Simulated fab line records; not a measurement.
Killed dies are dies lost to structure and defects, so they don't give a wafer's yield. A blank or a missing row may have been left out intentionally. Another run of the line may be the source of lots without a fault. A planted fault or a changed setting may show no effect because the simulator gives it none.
8D (eight disciplines) problem report, filled in by code / flow gf180mcu / the parts of the form that need people (team, actions taken, sign-off) are left out

== 1. PROBLEM STATEMENT ==
Wafers free of any fault read 10.78 nm (standard deviation 0.21) for DUAL_GATE_OXIDATION_00_THK at GF_DUAL_GATE_THK_MEAS_03, against a mean of 12.51 nm on 9 wafers of 3 lots. That is +8.2 standard deviations from the usual mean.
Earliest sighting: wafer L212.1 on film metro-01 at day 11 19:10. The record holds 33 wafers of 11 lots with a number at this step. The rule behind "out" and "out of limits": a value lying over 4 standard deviations away from the usual mean. The other wafers with a number count as sound.

== 2. WHAT IT IS AND WHAT IT IS NOT ==
question=which readings at this step | is=DUAL_GATE_OXIDATION_00_THK | is not=-
question=which lots | is=L212, L213, L214 | is not=L199, L201, L203, L205, L207, L208, L211, L219
question=which wafers of those lots | is=all that have a number | is not=-
question=read on which gauges | is=film metro-01, film metro-04 | is not=film metro-02
question=when | is=from day 11 19:10 | is not=up to then (21 sound wafers); but 3 sound wafers of L219 came after

== 3. SUSPECTS, AND WHAT RULES EACH OUT ==
Counting: a tool at any process step up to the reading remains a suspect when it ran all the lots that are out and ran no sound lot after the first of those.
- ruled out: the gauge at GF_DUAL_GATE_THK_MEAS_03. The wafers that are out were read on 2 gauges (film metro-01, film metro-04).
- plasma asher-04 at GF_VT_IMPLANT_STRIP_42 (strips in O2/N2): ruled out as a lasting fault. After its first lot that is out, L212 (day 11 16:45), sound lots L219 ran on it.
- furnace-02 at GF_DUAL_GATE_OXIDATION_02 (stabilise 600 s, purge 300 s, target thk 10.887 nm): kept. It ran every lot that is out, first L212 (day 11 17:43), and no sound lot after that; its last sound lot up to then is L208 (day 10 14:39). On those wafers its own readings are out: spike tc bottom C, spike tc centre C, spike tc lower C, spike tc top C, spike tc upper C, tube center temp C, tube_center_temp_C_max.
Left after counting: furnace-02 at GF_DUAL_GATE_OXIDATION_02.

== 4. THE CAUSE (what the simulator had put in) ==
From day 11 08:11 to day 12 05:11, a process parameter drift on furnace-02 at GF_DUAL_GATE_OXIDATION_02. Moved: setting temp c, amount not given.
Only this tool survived the counting.

== 5. THE CHAIN OF EFFECTS, in route order ==
Each row: a reading whose mean over the struck wafers that have a number lies more than 3 standard deviations from the usual. Scope: only readings with a usual standard deviation given in the record; hours: median across lots of the time from each lot's start at the first step in this table that gives one to its start at this step; sigmas: change in usual standard deviations.
hours=0; step=GF_DUAL_GATE_OXIDATION_02; reading=spike tc bottom C; usual=917.9 C; on struck wafers=932.2; change=+14.3; sigmas=+5.7
hours=0; step=GF_DUAL_GATE_OXIDATION_02; reading=spike tc centre C; usual=899.6 C; on struck wafers=915.1; change=+15.5; sigmas=+13
hours=0; step=GF_DUAL_GATE_OXIDATION_02; reading=spike tc lower C; usual=900.0 C; on struck wafers=915.6; change=+15.6; sigmas=+16
hours=0; step=GF_DUAL_GATE_OXIDATION_02; reading=spike tc top C; usual=913.9 C; on struck wafers=930.2; change=+16.3; sigmas=+12
hours=0; step=GF_DUAL_GATE_OXIDATION_02; reading=spike tc upper C; usual=900.4 C; on struck wafers=916.6; change=+16.2; sigmas=+15
hours=0; step=GF_DUAL_GATE_OXIDATION_02; reading=tube center temp C; usual=900 C; on struck wafers=916; change=+16; sigmas=+99 or more
hours=0; step=GF_DUAL_GATE_OXIDATION_02; reading=tube_center_temp_C_max; usual=902.3; on struck wafers=917.8; change=+15.5; sigmas=+43
hours=0; step=GF_DUAL_GATE_OXIDATION_02; reading=zone power bottom pct; usual=29.9 %; on struck wafers=31.5; change=+1.6; sigmas=+3.6
hours=1; step=GF_DUAL_GATE_THK_MEAS_03; reading=DUAL_GATE_OXIDATION_00_THK; usual=10.78 nm; on struck wafers=12.51; change=+1.73; sigmas=+8.2
Its process steps:
- GF_DUAL_GATE_OXIDATION_02: stabilise 600 s, purge 300 s, target thk 10.887 nm.

== 6. HOW IT WOULD HAVE BEEN CAUGHT EARLIER ==
11 hours passed between the start of the fault at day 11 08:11 and the first reading out of limits at a measuring or inspecting step in this record, taken at day 11 19:10.
The tool's own readings at GF_DUAL_GATE_OXIDATION_02 were out on every struck wafer that the step has a row for (spike tc bottom C, spike tc centre C, spike tc lower C, spike tc top C, spike tc upper C, tube center temp C, tube_center_temp_C_max): an alarm limit on them would have fired on the first of those.
Of the lots that are out (3), L213, L214 began GF_DUAL_GATE_OXIDATION_02 on furnace-02 after day 11 19:10. A hold on the tool at that time would have spared those 2.
